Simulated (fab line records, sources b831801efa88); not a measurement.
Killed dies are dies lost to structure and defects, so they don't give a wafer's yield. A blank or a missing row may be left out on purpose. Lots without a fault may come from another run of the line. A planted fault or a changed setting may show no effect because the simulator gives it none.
fab line records | flow sky130
record lots=6 wafers=16 last_day=50
route steps=708 shown LI_CONTACT@371 LOCAL_INTERCONNECT@387 PAD_OPEN@708
lots that met no fault: from a run of the same line without faults
start_h: hours from the record's first day to the start of the lot's first wafer shown | wait_h: hours since the lot's step before | " the same as in the row above | L1.1+2: a row that stands for several wafers | - no value, or no start given | * or withheld: withheld | < > ~ a bound
route shown NAME@n: a module of which the file shows steps, and the number in the route of the first | usual: mean/standard deviation of fault-free wafers | same: alike in all rows | chamber/n: place in a boat | sites: the reading at each site | _std_site: their standard deviation | _edge_site: outer sites' mean less inner sites' | radius_mm: how far each site lies from the wafer's centre | mask NAME#n: copy n | behind: the tool/chamber that last shaped the wafer | hold: why the lot was held/for how many hours/how that ended | device: the transistor (n, p or np) that didn't switch | end of line: the same wafers' tests at the end of the route | a step without rows: its recipe alone | killed: dies lost to structure and defects at the first sort, not the wafer's yield | map: a wafer's dies, x killed, . not, _ none there
set.NAME: the setting as run; set.NAME@STEP: as run at that earlier step | model.NAME: the simulator's own value behind a step, which no gauge read
lots at some steps of the route; a table a step, a row a wafer
services: from which hour (start_h, from the record's first day; less than 0 if before it) a tool's chamber was out of use, for how many hours, and why
## steps
# step SKY_LI_CONTACT_EXPOSE_09
# recipe mask_id=LICM1 na=0.8 source_shape=annular sigma_inner=0.55 sigma_outer=0.85 target_cd_nm=170 dose_mj=38
# step SKY_LI_CONTACT_PEB_10
# recipe peb_temp_c=withheld peb_time_s=withheld resist=KrF-thick
# step SKY_LI_CONTACT_DEVELOP_11
# recipe develop_time_s=60 resist=KrF-thick dev_temp_c=21
# step SKY_LI_CONTACT_CD_MEAS_12
# recipe target_cd_nm=170
# usual cd_nm=169.5/1.4
# columns lot.wafer tool chamber start_h wait_h cd_nm
L509.4 cd_sem-02 - 748.49 - 171.8
L509.5 " - " " 174.9
L509.6 " - " " 172.7
L511.1 cd_sem-01 - 758.58 - 170.2
L511.2 " - " " 170.1
L511.4 " - " " 170.3
L518.2 cd_sem-02 - 802.11 - 169.4
L518.4 " - " " 168.9
L519.4 cd_sem-02 - 815.51 - 168.1
L519.5 " - " " 169.1
L525.2 cd_sem-02 - 846.45 - 169.4
L525.3 " - " " 170.5
L525.6 " - " " 170.1
L524.3 cd_sem-01 - 849.33 - 170.1
L524.5 " - " " 169.4
L524.6 " - " " 169.3
# step SKY_LI_CONTACT_OVL_MEAS_13
# usual LI_CONTACT_OVL=0/5.2
# columns lot.wafer tool chamber start_h wait_h LI_CONTACT_OVL[nm]
L509.4 overlay-02 - 748.57 0.1 -7
L509.5 " - " " 2
L509.6 " - " " -6
L511.1 overlay-02 - 758.70 0.1 -4
L511.2 " - " " -3
L511.4 " - " " -7
L518.2 overlay-01 - 802.21 0.1 2
L518.4 " - " " 7
L519.4 overlay-02 - 815.59 0.1 2
L519.5 " - " " 5
L525.2 overlay-01 - 846.56 0.1 6
L525.3 " - " " 0
L525.6 " - " " -4
L524.3 overlay-01 - 849.42 0.1 -1
L524.5 " - " " 0
L524.6 " - " " 0
# step SKY_LI_CONTACT_ETCH_14
# recipe chemistry=N2/H2 target=BARC ion_energy_ev=200 source_w=500 bias_w=100 pressure_mtorr=30 n2_flow_sccm=100 h2_flow_sccm=200 stop_on=SiO2 time_s=45.9 target_depth_a=600
# step SKY_LI_CONTACT_ETCH_15
# recipe target=PSG chemistry=C4F8/O2/Ar stop_on=Si taper_deg=4.15 mask_material=KrF-thick source_w=1500 bias_w=1200 pressure_mtorr=40 c4f8_flow_sccm=withheld O2_flow_sccm=6 Ar_flow_sccm=300 time_s=withheld target_depth_a=6000
# usual oes_product_au=0.837/0.0052 rf_fwd_power_W=1493/4.9
# columns lot.wafer tool chamber start_h wait_h oes_product_au rf_fwd_power_W
L509.4 rie_diel-04 1 748.63 0.0 0.843 1490
L509.5 " 3 " " 0.830 1491
L509.6 " 2 " " 0.843 1491
L511.1 rie_diel-01 1 758.78 0.0 0.833 1494
L511.2 " 2 " " 0.840 1483
L511.4 " 0 " " 0.845 1494
L518.2 rie_diel-01 0 802.29 0.0 0.826 1488
L518.4 " 1 " " 0.838 1496
L519.4 rie_diel-04 2 815.69 0.0 0.838 1489
L519.5 " 1 " " 0.831 1493
L525.2 rie_diel-04 2 846.63 0.0 0.843 1503
L525.3 " 1 " " 0.837 1489
L525.6 " 0 " " 0.840 1489
L524.3 rie_diel-04 0 849.49 0.0 0.834 1494
L524.5 " 0 " " 0.833 1500
L524.6 " 3 " " 0.841 1499
# step SKY_LI_CONTACT_STRIP_16
# recipe chemistry=O2/N2 power_w=1400 pressure_mtorr=1500 platen_temp_c=withheld o2_flow_sccm=3000 n2_flow_sccm=300 overash_fraction=0.5
# usual drypump_motor_current_A=5.92/0.17 oes_product_au=0.375/0.0046 strip_time_to_endpoint_s=3.49/0.037
# columns lot.wafer tool chamber start_h wait_h drypump_motor_current_A oes_product_au rf_hours_counter_h strip_time_to_endpoint_s
L509.4 plasma_asher-04 0 748.75 - 5.73 0.373 - 3.49
L509.5 " 1 " " 6.02 0.386 - 3.50
L509.6 " 0 " " 5.75 0.369 - 3.43
L511.1 plasma_asher-02 1 758.87 - 5.75 0.368 63 3.54
L511.2 " 0 " " 5.83 0.380 63 3.52
L511.4 " 0 " " 5.85 0.372 - 3.50
L518.2 plasma_asher-01 0 802.37 - 5.89 0.377 38 3.54
L518.4 " 1 " " 6.22 0.380 - 3.56
L519.4 plasma_asher-02 0 815.76 - 5.84 0.370 - 3.44
L519.5 " 1 " " 5.78 0.375 - 3.41
L525.2 plasma_asher-01 1 846.72 - 6.21 0.379 42 3.46
L525.3 " 1 " " 6.21 0.368 - 3.46
L525.6 " 0 " " 5.88 0.379 - 3.52
L524.3 plasma_asher-04 1 849.61 - 6.03 0.372 - 3.50
L524.5 " 0 " " 5.73 0.369 - 3.51
L524.6 " 1 " " 6.05 0.378 - 3.45
# step SKY_LI_CONTACT_CLEAN_17
# recipe chemistry=NMP time_s=600 temp_c=60 dry=n2_spin
# step SKY_LI_CONTACT_PRE_CLEAN_18
# recipe gas=Ar time_s=5.6 bias_v=358
# step SKY_LI_CONTACT_SPUTTER_19
# recipe material=Ti target_thk_nm=20 chamber_pressure_pa=5 power_w=2500 substrate_temp_c=200 time_s=106.37
# usual throttle_valve_pct=29.8/1.4
# columns lot.wafer tool chamber start_h wait_h throttle_valve_pct
L509.4 pvd_sputter-01 - 749.19 0.0 28.8
L509.5 " - " " 28.7
L509.6 " - " " 30.8
L511.1 pvd_sputter-02 - 759.18 0.0 31.6
L511.2 " - " " 29.9
L511.4 " - " " 28.3
L518.2 pvd_sputter-01 - 802.67 0.0 30.7
L518.4 " - " " 28.5
L519.4 pvd_sputter-01 - 816.08 0.0 28.6
L519.5 " - " " 29.3
L525.2 pvd_sputter-01 - 847.01 0.0 30.7
L525.3 " - " " 28.7
L525.6 " - " " 28.7
L524.3 pvd_sputter-04 - 849.88 0.0 32.0
L524.5 " - " " 32.2
L524.6 " - " " 27.0
# step SKY_LI_CONTACT_SPUTTER_20
# recipe material=TiN target_thk_nm=20 chamber_pressure_pa=5 power_w=4000 time_s=80
# usual throttle_valve_pct=29.8/1.4
# columns lot.wafer tool chamber start_h wait_h throttle_valve_pct
L509.4 pvd_sputter-01 - 749.26 0.0 28.5
L509.5 " - " " 28.7
L509.6 " - " " 30.6
L511.1 pvd_sputter-02 - 759.25 0.0 31.3
L511.2 " - " " 29.9
L511.4 " - " " 27.9
L518.2 pvd_sputter-01 - 802.75 0.0 30.9
L518.4 " - " " 28.6
L519.4 pvd_sputter-01 - 816.15 0.0 28.7
L519.5 " - " " 29.3
L525.2 pvd_sputter-01 - 847.09 0.0 30.8
L525.3 " - " " 28.6
L525.6 " - " " 28.5
L524.3 pvd_sputter-04 - 849.96 0.0 32.0
L524.5 " - " " 32.0
L524.6 " - " " 27.1
# step SKY_LI_CONTACT_CVD_21
# recipe material=W target_thk_nm=400 time_s=120.56 temp_c=400 pressure_torr=40
# usual chamber_pressure_Torr=40.00/0.083 heater_power_w=928/110
# columns lot.wafer tool chamber start_h wait_h chamber_pressure_Torr heater_power_w model.W_of_LI_CONTACT_CVD_21.thk_nm
L509.4 cvd_w-02 1 749.37 0.1 39.97 1024 399.1
L509.5 " 0 " " 39.86 843 397.6
L509.6 " 1 " " 39.97 1037 400.5
L511.1 cvd_w-02 1 759.31 0.0 40.11 1046 400.7
L511.2 " 0 " " 40.14 813 397.1
L511.4 " 0 " " 40.04 832 393.6
L518.2 cvd_w-02 1 802.82 0.0 40.14 1022 459.3
L518.4 " 0 " " 39.96 852 459.5
L519.4 cvd_w-02 0 816.22 0.0 40.05 853 455.7
L519.5 " 1 " " 40.07 1033 399.5
L525.2 cvd_w-01 0 847.15 0.0 40.02 819 407.3
L525.3 " 0 " " 40.05 802 405.5
L525.6 " 0 " " 40.06 799 405
L524.3 cvd_w-01 0 850.06 0.1 39.99 817 404.8
L524.5 " 0 " " 39.86 801 400.3
L524.6 " 1 " " 40.04 1027 408.6
# step SKY_LI_CONTACT_RS_MEAS_22
# recipe thk_meas_gauge=four-point-probe reads=W_of_LI_CONTACT_CVD_21+TiN_of_LI_CONTACT_SPUTTER_20+Ti_of_LI_CONTACT_SPUTTER_19
# usual LI_CONTACT_W_RS=0.282/0.0043
# columns lot.wafer tool chamber start_h wait_h LI_CONTACT_W_RS[ohm/sq]
L509.4 film_metro-04 - 749.51 0.1 0.285
L509.5 " - " " 0.286
L509.6 " - " " 0.284
L511.1 film_metro-01 - 759.44 0.1 0.283
L511.2 " - " " 0.286
L511.4 " - " " 0.289
L518.2 film_metro-03 - 802.97 0.1 0.248
L518.4 " - " " 0.247
L519.4 film_metro-03 - 816.36 0.1 0.250
L519.5 " - " " 0.285
L525.2 film_metro-03 - 847.29 0.1 0.280
L525.3 " - " " 0.280
L525.6 " - " " 0.281
L524.3 film_metro-03 - 850.18 0.1 0.281
L524.5 " - " " 0.285
L524.6 " - " " 0.279
# step SKY_LI_CONTACT_THK_MEAS_23
# recipe thk_meas_gauge=xrf reads=W_of_LI_CONTACT_CVD_21
# usual LI_CONTACT_W_THK=407/7.2
# columns lot.wafer tool chamber start_h wait_h LI_CONTACT_W_THK[nm]
L509.4 film_metro-04 - 749.60 0.1 405
L509.5 " - " " 404
L509.6 " - " " 406
L511.1 film_metro-01 - 759.56 0.1 407
L511.2 " - " " 402
L511.4 " - " " 399
L518.2 film_metro-03 - 803.08 0.1 456
L518.4 " - " " 457
L519.4 film_metro-03 - 816.45 0.1 465
L519.5 " - " " 407
L525.2 film_metro-03 - 847.40 0.1 409
L525.3 " - " " 406
L525.6 " - " " 403
L524.3 film_metro-03 - 850.28 0.1 405
L524.5 " - " " 403
L524.6 " - " " 411
# step SKY_LI_CONTACT_CMP_24
# recipe stop_on=PSG t_overpolish_s=20 down_force_psi=3.5 platen_rpm=60 target_thk_nm=0 pad_velocity_m_s=0.94248
# usual motor_current_A=11.6/1.9 time_to_endpoint_s=94/3.8
# columns lot.wafer tool chamber start_h wait_h motor_current_A time_to_endpoint_s
L509.4 cmp-02 0 749.73 0.1 10.8 95
L509.5 " 2 " " 10.1 100
L509.6 " 3 " " 12.3 94
L511.4 cmp-01 1 759.62 0.0 10.0 89
L511.1 " 3 " " 11.5 97
L511.2 " 0 " " 9.3 93
L518.4 cmp-01 3 803.18 0.1 10.3 111
L518.2 " 1 " " 9.9 104
L519.4 cmp-02 3 816.63 0.2 12.6 103
L519.5 " 1 " " 12.8 90
L525.3 cmp-02 1 847.45 0.0 13.2 91
L525.2 " 0 " " 11.2 91
L525.6 " 1 " " 12.8 87
L524.3 cmp-01 3 850.37 0.1 11.0 101
L524.6 " 2 " " 15.3 95
L524.5 " 3 " " 11.3 100
# step SKY_LOCAL_INTERCONNECT_SPUTTER_00
# recipe material=TiN target_thk_nm=100 temp_c=300 power_w=6500 time_s=83.3 chamber_pressure_pa=0.4
# usual throttle_valve_pct=29.9/0.96
# columns lot.wafer tool chamber start_h wait_h throttle_valve_pct
L509.4 pvd_sputter-02 - 749.93 0.1 30.0
L509.5 " - " " 30.3
L509.6 " - " " 30.0
L511.1 pvd_sputter-01 - 759.92 0.1 30.7
L511.2 " - " " 29.4
L511.4 " - " " 28.4
L518.2 pvd_sputter-02 - 803.43 0.1 30.2
L518.4 " - " " 31.6
L519.4 pvd_sputter-03 - 816.78 0.1 29.4
L519.5 " - " " 29.2
L525.2 pvd_sputter-03 - 847.75 0.1 29.3
L525.3 " - " " 29.2
L525.6 " - " " 31.2
L524.3 pvd_sputter-03 - 850.62 0.2 30.9
L524.5 " - " " 29.1
L524.6 " - " " 29.4
# step SKY_PAD_OPEN_PROBE_99
# usual killed_at_M0_to_M3=43/7.3 killed_at_M4_up=3.1/1.7 killed_at_contacts=25/5.3 killed_at_front_end=15/4.3 killed_at_other=0.2/0.54 killed_dies=87/10 killed_open=48/7.6 killed_short=38/6.1
# same gross_dies=492 killed_at_back_side=0
# columns lot.wafer tool chamber start_h wait_h killed_at_M0_to_M3 killed_at_M4_up killed_at_contacts killed_at_front_end killed_at_other killed_dies killed_open killed_short
L509.4 prober-02 - 1127.56 0.2 44 3 29 14 0 90 57 33
L509.5 prober-02 - 1127.61 0.2 45 5 25 14 0 89 53 36
L509.6 prober-02 - 1127.66 0.2 44 4 20 13 0 81 34 47
L519.4 prober-01 - 1176.28 0.2 36 5 22 19 1 83 45 37
L519.5 prober-01 - 1176.33 0.2 38 1 30 9 0 78 35 42
L525.2 prober-02 - 1195.51 0.1 44 3 26 11 0 84 55 26
L525.3 prober-02 - 1195.56 0.2 40 5 28 14 1 88 51 36
L525.6 prober-02 - 1195.71 0.2 52 0 19 9 0 80 47 33
# killed by level:class
L509.4 CONTACT:geometric_particle:open=15 VIA1:geometric_particle:open=11 VIA2:geometric_particle:open=8 POLY_GATE:geometric_particle:open=6 LOCAL_INTERCONNECT:geometric_particle:short=6 VIA3:geometric_particle:open=6 METAL2:geometric_particle:short=5 LI_CONTACT:geometric_particle:open=3
L509.5 VIA1:geometric_particle:open=9 VIA2:geometric_particle:open=9 CONTACT:geometric_particle:open=7 LOCAL_INTERCONNECT:geometric_particle:short=6 VIA1:geometric_particle:short=6 POLY_GATE:geometric_particle:open=5 METAL1:geometric_particle:short=5 VIA3:geometric_particle:open=5
L509.6 VIA1:geometric_particle:open=11 CONTACT:geometric_particle:open=7 VIA1:geometric_particle:short=7 METAL2:geometric_particle:short=7 CONTACT:geometric_particle:short=6 METAL1:geometric_particle:short=6 POLY_GATE:geometric_particle:short=5 LI_CONTACT:geometric_particle:open=4
L519.4 CONTACT:geometric_particle:open=11 VIA1:geometric_particle:open=9 FIELD_ISO:geometric_particle:short=6 POLY_GATE:geometric_particle:short=6 VIA3:geometric_particle:open=5 LI_CONTACT:geometric_particle:open=5 METAL2:geometric_particle:short=5 METAL1:geometric_particle:short=4
L519.5 LOCAL_INTERCONNECT:geometric_particle:short=9 CONTACT:geometric_particle:open=8 METAL1:geometric_particle:short=8 VIA2:geometric_particle:short=7 LI_CONTACT:geometric_particle:open=6 METAL2:geometric_particle:short=6 VIA1:geometric_particle:open=5 VIA2:geometric_particle:open=5
L525.2 VIA1:geometric_particle:open=13 CONTACT:geometric_particle:open=12 VIA3:geometric_particle:open=8 LI_CONTACT:geometric_particle:open=6 VIA2:geometric_particle:open=5 LI_CONTACT:geometric_particle:short=4 VIA1:geometric_particle:short=3 METAL2:geometric_particle:short=3
L525.3 VIA2:geometric_particle:open=13 CONTACT:geometric_particle:open=11 LI_CONTACT:geometric_particle:open=6 LOCAL_INTERCONNECT:geometric_particle:short=5 VIA1:geometric_particle:open=5 POLY_GATE:geometric_particle:open=4 METAL1:geometric_particle:short=4 VIA2:geometric_particle:short=4
L525.6 VIA1:geometric_particle:open=11 VIA3:geometric_particle:open=9 CONTACT:geometric_particle:open=7 METAL1:geometric_particle:short=7 LI_CONTACT:geometric_particle:open=6 VIA1:geometric_particle:short=6 VIA2:geometric_particle:open=5 METAL2:geometric_particle:short=5
## services
# columns tool chamber start_h hours kind
cmp-01 - 736.47 1.0 repair
plasma_asher-04 - 739.21 3.4 repair
cmp-02 - 744.00 4.0 pm
cmp-02 - 748.00 - consumable_replace:conditioner
cmp-02 - 748.00 - consumable_replace:pad
cvd_w-01 0 755.52 10.2 repair
plasma_asher-02 - 766.52 1.3 repair
cvd_w-01 - 779.08 6.9 pm
rie_diel-01 2 782.08 - clean
rie_diel-01 2 782.08 15.9 scheduled_down
rie_diel-01 2 782.08 15.9 vent_cycle
rie_diel-04 0 783.14 2.5 repair
rie_diel-04 1 783.30 9.6 repair
rie_diel-04 0 787.46 46.7 repair
rie_diel-01 - 827.18 2.8 pm
plasma_asher-01 - 834.80 2.2 repair
rie_diel-04 - 843.61 1.6 repair
## key
first_sign step=SKY_LI_CONTACT_RS_MEAS_22 reading=LI_CONTACT_W_RS direction=down sigmas=7.8 usual=0.282 struck=0.248
effect step=SKY_LI_CONTACT_THK_MEAS_23 reading=LI_CONTACT_W_THK direction=up sigmas=7.3 usual=407 struck=459
effect step=SKY_LI_CONTACT_CMP_24 reading=time_to_endpoint_s direction=up sigmas=3.2 usual=* struck=*
model_effect step=SKY_LI_CONTACT_CVD_21 value=W_of_LI_CONTACT_CVD_21.thk_nm without=397.4 struck=458.2
met_at SKY_LI_CONTACT_CVD_21
struck_wafers L518.2,L518.4,L519.4
tester_left_out L518,L519
onset_between 759.31 802.82
fault kind=process_parameter_drift tool=cvd_w-02 chamber=- onset_h=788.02 steps=SKY_LI_CONTACT_CVD_21 channel=target_thk_nm offset=60.945 shape=step end_h=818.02 scope=struck_wafers_only acts_in=these_recipes_only stated=400
# tester_left_out: of these lots the tester's yield and bins aren't shown, on N5 and GAA mostly nor the transistor test; their killed dies are dies lost to structure and defects alone, not to doping, threshold or leakage, so they don't give the yield
